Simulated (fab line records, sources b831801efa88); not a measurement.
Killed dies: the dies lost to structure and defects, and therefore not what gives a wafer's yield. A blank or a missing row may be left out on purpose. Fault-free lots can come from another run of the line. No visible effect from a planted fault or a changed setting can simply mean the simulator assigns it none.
One fault through the eyes of 2 desks | flow gf180mcu | what lay behind the numbers comes last; until then each desk has only its own

## DESK OF THE TOOL OWNER: cmp-02
The tool's own readings at GF_V1_CMP_04 (polishes SiO2): means of the sampled wafers that have a number, for each lot that ran on this tool. A lot is out of limits, marked OUT, if its mean lies more than 4 standard deviations from the usual mean; the brackets give that distance.
Columns: A = edge-zone-pressure-frac at GF_V1_CMP_04, usual 1.000; B = motor-current-A at GF_V1_CMP_04, usual 12.8 A; C = platen-rpm at GF_V1_CMP_04, usual 60.00 rpm; D = slurry-flow-ml-min at GF_V1_CMP_04, usual 149.9; E = time-to-endpoint-s at GF_V1_CMP_04, usual 79 s
lot  | first seen here | A     | B    | C                       | D     | E
L471 | day 19 09:58    | 1.005 | 11.3 | 59.96                   | 150.7 | 83
L473 | day 20 06:50    | 0.998 | 13.3 | 60.00                   | 149.9 | 79
L476 | day 21 10:30    | 0.997 | 13.0 | 59.98                   | 149.9 | 77
L477 | day 21 16:33    | 0.998 | 12.2 | 66.01 (+99 or more) OUT | 150.1 | 74
L479 | day 22 08:57    | 0.998 | 11.8 | 66.04 (+99 or more) OUT | 150.1 | 69
L480 | day 22 16:59    | 0.998 | 11.3 | 66.02 (+99 or more) OUT | 149.8 | 78
L487 | day 25 00:17    | 0.995 | 11.7 | 59.97                   | 150.0 | 82
L488 | day 25 06:08    | 1.002 | 12.1 | 60.05                   | 150.3 | 82
This desk's finding: out of limits on L477, L479, L480; first on L477, day 21 16:33 (platen-rpm at GF_V1_CMP_04). In limits: L471, L473, L476, L487, L488.

## AT THE METROLOGY DESK
What the gauges read for every lot (on any tool): the sampled wafers with a number, averaged. A lot is out of limits, marked OUT, if its mean lies more than 4 standard deviations from the usual mean; the brackets give that distance.
Columns: A = V2_CVD_02_THK at GF_V2_THK_MEAS_03, usual 850 nm
lot  | first seen here | A
L471 | day 21 12:52    | 862
L473 | day 22 09:26    | 858
L476 | day 23 11:31    | 845
L477 | day 23 18:12    | 855
L479 | day 24 09:26    | 840
L480 | day 24 16:37    | 838
L481 | day 25 00:58    | 858
L482 | day 25 12:39    | 865
L484 | day 25 23:34    | 866
L486 | day 26 19:05    | 866
L487 | day 26 21:11    | 855
L488 | day 27 03:04    | 854
Finding of this desk: none of the 12 lots has anything out of limits.

## TAKEN TOGETHER
On L477, L479, L480, at day 21 16:33, an alarm was possible from the tool owner's desk.
Metrology desk: nothing out of limits seen.
The metrology desk holds a record of L477, L479, L480, inside its limits.
The lots listed all ran GF_V1_CMP_04 on cmp-02.

## WHAT THE SIMULATOR HAD PUT IN
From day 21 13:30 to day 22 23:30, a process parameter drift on cmp-02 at GF_V1_CMP_04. Setting platen-rpm, moved by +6, from 60. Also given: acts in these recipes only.
Struck lots among those shown: L477, L479, L480.
Delay in hours, fault start to first out-of-limits reading, by desk: the tool owner's desk at 3.
